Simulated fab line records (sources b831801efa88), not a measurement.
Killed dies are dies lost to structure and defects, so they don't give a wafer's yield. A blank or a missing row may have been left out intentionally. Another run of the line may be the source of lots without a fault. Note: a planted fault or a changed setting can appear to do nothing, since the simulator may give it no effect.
Chamber matching	flow gf180mcu	GF_POLY_GATE_ETCH_13 on rie si-01 has 4 sister chambers
The step etches poly-Si in HBr/Cl2, stops on SiO2, target depth 198.5 nm, time 69.6 s. 4 wafers are shown with their chamber, then 8 later ones without.

== WAFERS PAIRED WITH THEIR CHAMBERS ==
wafer	chamber	oes product au (a.u.)
L672.6	3	0.985
L673.6	2	0.989
L675.4	0	0.994
L680.1	1	1.010

== WAFERS WHOSE CHAMBER IS MISSING ==
wafer	oes product au (a.u.)
L680.3	0.992
L680.5	0.970
L682.2	0.994
L682.3	0.988
L682.6	1.000
L686.1	0.969
L686.2	1.001
L686.6	0.998

== CHAMBER TAKEN BY EACH ==
wafer	from the rows above	in truth
L680.3	can't be placed: 0 or 2 or 3 or 1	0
L680.5	can't be placed: 3 or 2 or 0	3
L682.2	can't be placed: 0 or 2 or 3 or 1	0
L682.3	can't be placed: 2 or 3 or 0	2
L682.6	can't be placed: 0 or 1 or 2 or 3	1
L686.1	can't be placed: 3 or 2 or 0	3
L686.2	can't be placed: 0 or 1 or 2 or 3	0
L686.6	can't be placed: 0 or 2 or 1 or 3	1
0 of 8 placed correctly. These rows do not allow placing 8 (true chamber among the candidates in 8). Placed wrongly: 0.
How it was worked out, from the rows above alone: a wafer's distance from a chamber is the root of the sum, over the readings, of the square of ((its reading less the chamber's mean) divided by the reading's scatter). The wafer belongs to the nearest chamber; if the next one is less than 2 further off, it can't be placed. A chamber's mean is the mean of its shown wafers. The scatter: with one shown wafer a chamber, the root of the mean of the squares of how far each hidden wafer lies from its nearest shown one.
